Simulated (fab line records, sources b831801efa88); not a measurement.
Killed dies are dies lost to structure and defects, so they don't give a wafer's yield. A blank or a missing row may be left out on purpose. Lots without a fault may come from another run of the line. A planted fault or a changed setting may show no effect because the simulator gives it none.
A struck lot beside a sound one | flow sky130 | 36 steps out of a route of 708
Sound: wafers L550.3, L550.4, L550.6. Struck: wafers L559.1, L559.4, L559.5. The cause comes at the end.
At each step with rows: each side's tool, then ch and its chambers, then its first start. Under that, the readings that differ: sound wafers | struck wafers | difference of the means | sigmas: that difference in standard deviations of wafers without a fault.
alike: readings whose means differ by less than 2 such deviations, and words and numbers that are the same on both sides. not compared: withheld readings, readings that some wafer has no value for, bounds like >300 that may hide the same value, and numbers for which the record gives no deviation and whose values overlap.
The two part at a step that has a row with sigmas, a row that says differs or no value, or rows on one side only. Numbers that don't overlap but have no deviation are shown without sigmas and don't part them. A reading that every wafer of one side lacks parts them only if that side has two wafers or more.

first, 11 steps without rows for these wafers: SKY_VIA4_DEHYDRATE_04 (time 60 s); SKY_VIA4_HMDS_05 (prime time 60 s); SKY_VIA4_COAT_06 (resist thk 1140 nm); SKY_VIA4_SOFTBAKE_07 (time 60 s); SKY_VIA4_EXPOSE_08 (exposes mask VIM4, target cd 800 nm); SKY_VIA4_PEB_09; SKY_VIA4_DEVELOP_10 (develop time 60 s); SKY_VIA4_ETCH_12 (etches SiO2 in C4F8/O2/Ar, stops on TiN, target depth 580 nm); SKY_VIA4_STRIP_13 (strips in O2/N2); SKY_VIA4_STRIP_14 (strips in post etch residue remover, time 1200 s); SKY_VIA4_CLEAN_15 (cleans in IPA, time 180 s).
SKY_VIA4_CLEAN_16: cleans in O3/DIW.
  sound on wet_bench-02 ch 1, day 43 22:03; struck on wet_bench-04 ch 3, day 46 07:29
then, 23 steps without rows for these wafers: SKY_VIA4_SPUTTER_17 (material TiN, target thk 20 nm, time 80 s); SKY_VIA4_CVD_18 (deposits W, target thk 505 nm, time 152.14 s); SKY_VIA4_CMP_21 (polishes, stops on SiO2, t overpolish 25 s, target thk 0 nm); SKY_METAL5_SPUTTER_00 (material Ti, target thk 15 nm, time 10 s); SKY_METAL5_SPUTTER_01 (material TiN, target thk 20 nm, time 16.7 s); SKY_METAL5_SPUTTER_02 (material AlCu, target thk 1150 nm, time 61.2 s); SKY_METAL5_SPUTTER_03 (material Ti, target thk 5 nm, time 3.3 s); SKY_METAL5_SPUTTER_04 (material TiN, target thk 70 nm, time 58.3 s); SKY_METAL5_DEHYDRATE_07 (time 60 s); SKY_METAL5_HMDS_08 (prime time 60 s); SKY_METAL5_COAT_09 (resist thk 1800 nm); SKY_METAL5_SOFTBAKE_10 (time 60 s); SKY_METAL5_EXPOSE_11 (exposes mask MM5, target cd 1600 nm); SKY_METAL5_PEB_12; SKY_METAL5_DEVELOP_13 (develop time 60 s); SKY_METAL5_DESCUM_14 (chemistry O2, time 11 s); SKY_METAL5_METAL_ETCH_15 (etches the open film in Cl2/BCl3, stops on SiO2, target depth 1260 nm, time 252 s); SKY_METAL5_STRIP_16 (strips in O2/N2); SKY_METAL5_STRIP_17 (strips in post etch residue remover, time 1200 s); SKY_METAL5_CLEAN_18 (cleans in IPA, time 180 s); SKY_METAL5_CLEAN_19 (cleans in O3/DIW); SKY_PASSIVATION_CVD_00 (deposits SiO2, target thk 90 nm); SKY_PASSIVATION_CVD_02 (deposits Si3N4, target thk 540 nm).
-- the record jumps here: 3 days lie between the struck wafers' starts before and after (it left off in module PASSIVATION and takes up again in module PAD_OPEN, whose first step shown is number 708 of the route) --
SKY_PAD_OPEN_PROBE_99:
  sound on prober-02, day 46 19:12; struck on prober-01, day 48 22:50
  reading                               | sound             | struck           | difference | sigmas
  killed_at_M0_to_M3                    | 54 51 54          | 39 40 37         | -14        | -2
  killed_at_M4_up                       | 6 4 3             | 20 16 15         | +13        | +8
  killed_open                           | 62 63 62          | 40 49 45         | -18        | -2
  model.etest.tester.sort_n_pass        | 392 385 387       | 401 398 398      | +11        |
  model.etest.tester.sort_yield_pct (%) | 79.67 78.25 78.66 | 81.5 80.89 80.89 | +2.2       |
  alike: defect_limited_yield, killed_at_contacts, killed_at_front_end, killed_at_other, killed_dies, killed_short, sort_bin_3_pad_short, sort_bin_5_function, sort_bin_6_memory, sort_n_pass, sort_yield_pct
  not compared: model.etest.tester.sort_bin_5_pct, model.etest.tester.sort_bin_3_pct

WHERE THEY PART
Only at SKY_PAD_OPEN_PROBE_99, within this record.

WHY: what the simulator had put in
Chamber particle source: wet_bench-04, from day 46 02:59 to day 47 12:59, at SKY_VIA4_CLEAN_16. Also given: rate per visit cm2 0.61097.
